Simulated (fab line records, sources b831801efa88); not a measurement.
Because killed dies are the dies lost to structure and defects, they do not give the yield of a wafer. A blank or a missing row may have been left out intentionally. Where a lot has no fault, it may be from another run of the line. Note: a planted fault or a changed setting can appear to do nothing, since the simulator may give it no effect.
8D (eight disciplines) problem report, filled in by code || flow gf180mcu || the parts of the form that need people (team, actions taken, sign-off) are left out

1. PROBLEM STATEMENT
LVPWELL_RS at GF_VT_IMPLANT_RS_MEAS_48 reads a mean of 1233 ohm/sq on 6 wafers of 2 lots; wafers without a fault read 1196 ohm/sq with a standard deviation of 3.6. Relative to the usual mean, that is a shift of +10 standard deviations.
The step: measures by four-point-probe.
The first sign was on wafer L897.1 at day 10 03:01, on film_metro-03. Wafers with a number at this step in the record: 39, from 13 lots. The rule behind "out" and "out of limits": a value lying over 4 standard deviations away from the usual mean. The rest of the wafers with a number are treated as sound.

2. WHAT IT IS, AND WHAT IT ISN'T
{"question": "which readings at this step", "is": "LVPWELL_RS", "is not": "-"}
{"question": "which lots", "is": "L897, L900", "is not": "L890, L892, L895, L904, L905, L906, L907, L908, L909, L910, L911"}
{"question": "which wafers of those lots", "is": "all that have a number", "is not": "-"}
{"question": "read on which gauges", "is": "film_metro-01, film_metro-03", "is not": "film_metro-04"}
{"question": "when", "is": "from day 10 03:01", "is not": "up to then (9 sound wafers); but 24 sound wafers of L904, L905, L906, L907, L908, L909, L910, L911 came after"}

3. SUSPECTS, AND WHAT RULES EACH OUT
Counting: a tool at any process step up to the reading remains a suspect when it ran all the lots that are out and ran no sound lot after the first of those.
- ruled out: the gauge at GF_VT_IMPLANT_RS_MEAS_48. 2 gauges (film_metro-01, film_metro-03) read the wafers that are out.
- implanter-03 at GF_LVPWELL_IMPLANT_08: kept. It ran every lot that is out, first L897 (day 5 23:08), and no sound lot after that; its last sound lot up to then is L895 (day 5 11:10). On those wafers its own readings are out: beam_energy_keV.
Remaining after the count: implanter-03 at GF_LVPWELL_IMPLANT_08.

4. THE CAUSE (what the simulator had put in)
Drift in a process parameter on implanter-03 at GF_LVPWELL_IMPLANT_08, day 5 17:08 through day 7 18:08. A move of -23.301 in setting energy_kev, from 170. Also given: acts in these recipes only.
After counting, this tool was the only one left.

5. THE EFFECT CHAIN, in route order
Rows list readings where the struck wafers' mean (over those with a number) sits beyond 3 standard deviations from the usual. Scope: only readings with a usual standard deviation given in the record; hours: median across lots of the time from each lot's start at the first step in this table that gives one to its start at this step; sigmas: change in usual standard deviations.
{"hours": 0, "step": "GF_LVPWELL_IMPLANT_08", "reading": "beam_energy_keV", "usual": 170.00, "on struck wafers": 146.65, "change": -23.35, "sigmas": "-99 or more"}
{"hours": 101, "step": "GF_VT_IMPLANT_RS_MEAS_48", "reading": "LVPWELL_RS", "usual": "1196 ohm/sq", "on struck wafers": 1233, "change": "+37", "sigmas": "+10"}
Process steps it contains:
- GF_LVPWELL_IMPLANT_08

6. HOW IT WOULD HAVE BEEN CAUGHT EARLIER
In this record the first reading out of limits at a measuring or inspecting step was taken at day 10 03:01, 106 hours after the fault began at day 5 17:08.
The tool's own readings at GF_LVPWELL_IMPLANT_08 were out on every struck wafer that the step has a row for (beam_energy_keV): an alarm limit on them would have fired on the first of those.
By day 10 03:01, every lot that is out (2) had started GF_LVPWELL_IMPLANT_08 on implanter-03. Tool hold at that time: it would have spared none of them.
